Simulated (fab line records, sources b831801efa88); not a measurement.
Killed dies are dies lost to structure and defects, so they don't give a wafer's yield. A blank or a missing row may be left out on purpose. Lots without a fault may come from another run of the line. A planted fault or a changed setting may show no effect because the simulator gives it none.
Which tool did it? | flow sky130 | 14 lots, 42 wafers sampled, at 3 steps of a route of 708

WHAT THE GAUGES READ, wafer by wafer
SKY_FIELD_ISO_BOW_MEAS_00. Usual: INCOMING_BOW 0 um, standard deviation 6.8.
lot  | measured    | on            | INCOMING_BOW (um) | flag
L471 | day 1 10:04 | film_metro-02 | 5 0 4             |
L472 | day 1 15:02 | film_metro-01 | 6 6 5             |
L475 | day 2 06:01 | film_metro-02 | 5 -7 -11          |
L476 | day 2 11:00 | film_metro-04 | 8 -8 9            |
L484 | day 4 03:04 | film_metro-02 | -14 -5 -4         |
L486 | day 4 13:00 | film_metro-02 | -2 -10 8          |
L487 | day 4 18:02 | film_metro-04 | 12 -2 -15         |
L488 | day 4 23:00 | film_metro-01 | 10 -6 0           |
L489 | day 5 04:01 | film_metro-04 | 0 15 7            |
L490 | day 5 09:02 | film_metro-04 | -3 -16 3          |
L491 | day 5 14:00 | film_metro-01 | 5 -1 4            |
L492 | day 5 19:00 | film_metro-04 | 7 -2 -1           |
L493 | day 6 00:01 | film_metro-04 | 3 -9 -11          |
L494 | day 6 05:00 | film_metro-01 | -12 2 2           |

SKY_FIELD_ISO_THK_MEAS_02. Usual: FIELD_ISO_OXIDATION_00_THK 12.09 nm, standard deviation 0.2.
lot  | measured    | on            | FIELD_ISO_OXIDATION_00_THK (nm) | flag
L471 | day 1 11:48 | film_metro-01 | 12.38 12.07 12.15               |
L472 | day 1 18:03 | film_metro-04 | 12.36 12.32 12.32               |
L475 | day 2 08:19 | film_metro-01 | 11.92 12.32 12.11               |
L476 | day 2 13:11 | film_metro-02 | 12.08 11.95 12.04               |
L484 | day 4 06:29 | film_metro-04 | 12.24 12.05 12.07               |
L486 | day 4 14:38 | film_metro-01 | 12.29 12.39 12.30               |
L487 | day 4 20:51 | film_metro-04 | 12.29 12.13 12.18               |
L488 | day 5 01:01 | film_metro-01 | 12.04 12.10 12.22               |
L489 | day 5 06:38 | film_metro-04 | 12.10 12.20 11.99               |
L490 | day 5 10:39 | film_metro-01 | 12.25 12.43 12.43               |
L491 | day 5 15:38 | film_metro-01 | 12.24 12.13 12.31               |
L492 | day 5 21:35 | film_metro-04 | 11.93 12.01 12.20               |
L493 | day 6 03:01 | film_metro-04 | 11.81 11.73 11.66               |
L494 | day 6 08:30 | film_metro-02 | 12.17 12.21 12.27               |

SKY_FIELD_ISO_THK_MEAS_04. Usual: FIELD_ISO_CVD_03_THK 164.4 nm, standard deviation 1.5.
lot  | measured    | on            | FIELD_ISO_CVD_03_THK (nm) | flag
L471 | day 1 13:38 | film_metro-02 | 164.3 165.1 164.7         |
L472 | day 1 19:53 | film_metro-02 | 162.6 164.6 164.3         |
L475 | day 2 10:10 | film_metro-04 | 163.2 165.1 165.3         |
L476 | day 2 15:42 | film_metro-04 | 164.6 165.7 165.5         |
L484 | day 4 12:10 | film_metro-01 | 162.9 163.8 163.1         |
L486 | day 4 20:49 | film_metro-01 | 162.5 162.1 163.4         |
L487 | day 5 00:52 | film_metro-04 | 164.5 164.2 165.0         |
L488 | day 5 04:00 | film_metro-01 | 165.0 164.0 164.0         |
L489 | day 5 08:29 | film_metro-04 | 164.1 163.5 163.4         |
L490 | day 5 12:32 | film_metro-01 | 167.8 167.1 168.1         |
L491 | day 5 18:22 | film_metro-01 | 166.3 166.8 167.9         |
L492 | day 5 23:25 | film_metro-02 | 165.2 165.0 164.0         |
L493 | day 6 05:43 | film_metro-04 | 164.9 164.7 163.6         |
L494 | day 6 10:21 | film_metro-01 | 167.7 167.6 167.0         |

WHICH TOOL RAN EACH LOT (tool, then ch and the chambers of the sampled wafers, then the start)
The record holds no process step before these readings.

WHAT THE TOOLS THEMSELVES READ (means of the sampled wafers that have a number; where no wafer has one, the mark that the record gives instead)
The record holds no such reading with a usual standard deviation.

THE ANSWER, worked out from the rows above alone
Rule: a lot is off if the mean of its wafers that have a number lies more than 3 standard deviations from the usual mean. A lot without any number at a reading at which 4 lots or more have one is off too. The other lots that the step has rows for count as sound. The gauges are gone through in route order, then the tools' own readings, and for those a lot's mean is taken as printed above. The first step at which some lot is off is used, and at that step the reading that is off furthest; a lot without a number counts as furthest.
No lot is off at any reading shown: from this, nothing can be told.

WHAT THE SIMULATOR HAD PUT IN
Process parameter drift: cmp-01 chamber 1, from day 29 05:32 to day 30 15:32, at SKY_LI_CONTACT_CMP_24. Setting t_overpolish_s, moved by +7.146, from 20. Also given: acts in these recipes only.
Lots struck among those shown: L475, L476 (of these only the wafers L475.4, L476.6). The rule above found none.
